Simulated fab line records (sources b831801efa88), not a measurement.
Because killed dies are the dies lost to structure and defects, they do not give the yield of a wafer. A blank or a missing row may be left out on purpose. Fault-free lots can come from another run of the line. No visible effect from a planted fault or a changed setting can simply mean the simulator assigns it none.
Which tool is to blame? || flow sky130 || 6 lots, 18 wafers sampled, at 3 steps of a route of 708

## WHAT EACH GAUGE READ, for each wafer
SKY_NWELL_TW_MEAS_26.
{"lot": "L101", "measured": "day 6 04:40", "on": "filmMetro-01", "NWELL_2_TW": "495 489 497"}
{"lot": "L105", "measured": "day 7 05:57", "on": "filmMetro-01", "NWELL_2_TW": "492 492 492"}
{"lot": "L109", "measured": "day 7 22:43", "on": "filmMetro-01", "NWELL_2_TW": "495 492 493"}
{"lot": "L111", "measured": "day 8 09:04", "on": "filmMetro-03", "NWELL_2_TW": "502 498 499"}
{"lot": "L113", "measured": "day 8 19:11", "on": "filmMetro-02", "NWELL_2_TW": "501 500 498"}
{"lot": "L120", "measured": "day 10 17:07", "on": "filmMetro-01", "NWELL_2_TW": "518 519 518"}

## WHAT TOOL EACH LOT RAN ON (gives the tool, then ch and the chambers of the sampled wafers, and finally the start)
{"lot": "L101", "SKY_FIELD_ISO_STRIP_16": "plasmaAsher-02 ch 0,1, day 2 20:25", "SKY_NWELL_IMPLANT_24": "implanter-03 ch 0, day 6 04:25"}
{"lot": "L105", "SKY_FIELD_ISO_STRIP_16": "plasmaAsher-02 ch 0,1, day 3 15:44", "SKY_NWELL_IMPLANT_24": "implanter-03 ch 0, day 7 05:44"}
{"lot": "L109", "SKY_FIELD_ISO_STRIP_16": "plasmaAsher-03 ch 0,1, day 4 10:25", "SKY_NWELL_IMPLANT_24": "implanter-02 ch 0, day 7 22:31"}
{"lot": "L111", "SKY_FIELD_ISO_STRIP_16": "plasmaAsher-03 ch 1, day 4 20:43", "SKY_NWELL_IMPLANT_24": "implanter-03 ch 0, day 8 08:49"}
{"lot": "L113", "SKY_FIELD_ISO_STRIP_16": "plasmaAsher-02 ch 1, day 5 05:16", "SKY_NWELL_IMPLANT_24": "implanter-03 ch 0, day 8 18:58"}
{"lot": "L120", "SKY_FIELD_ISO_STRIP_16": "plasmaAsher-03 ch 0,1, day 6 18:57", "SKY_NWELL_IMPLANT_24": "implanter-03 ch 0, day 10 16:52"}
- SKY_FIELD_ISO_STRIP_16: strips in O2/N2.
- SKY_NWELL_IMPLANT_24

## THE ANSWER, worked out from the rows above alone
Rule: the lots themselves supply what counts as usual. The widest of any qualifying gaps counts: lots, ordered by their means at a reading, are off when they make up no more than a third of the lots, leave a main group of 4 or more, and stand apart from it by 3 or more times the standard deviation of that group's means. A main group is skipped when, at the precision printed for the reading in the tables above, its means are all equal. A lot without any number at a reading at which 4 lots or more have one is off too. All remaining lots with rows at the step are treated as sound.
Off: L120, at SKY_NWELL_TW_MEAS_26 (NWELL_2_TW). For the main group the mean is 496 and the standard deviation 3.3.
If a tool, at a process step before that reading, ran all the lots that are off and no sound lot after the first of them, it fits. The gauges at SKY_NWELL_TW_MEAS_26 are tried like those tools. Can't be told from this: 3 tools fit, plasmaAsher-03 at SKY_FIELD_ISO_STRIP_16, implanter-03 at SKY_NWELL_IMPLANT_24, filmMetro-01 at SKY_NWELL_TW_MEAS_26.

## WHAT HAD BEEN PUT IN BY THE SIMULATOR
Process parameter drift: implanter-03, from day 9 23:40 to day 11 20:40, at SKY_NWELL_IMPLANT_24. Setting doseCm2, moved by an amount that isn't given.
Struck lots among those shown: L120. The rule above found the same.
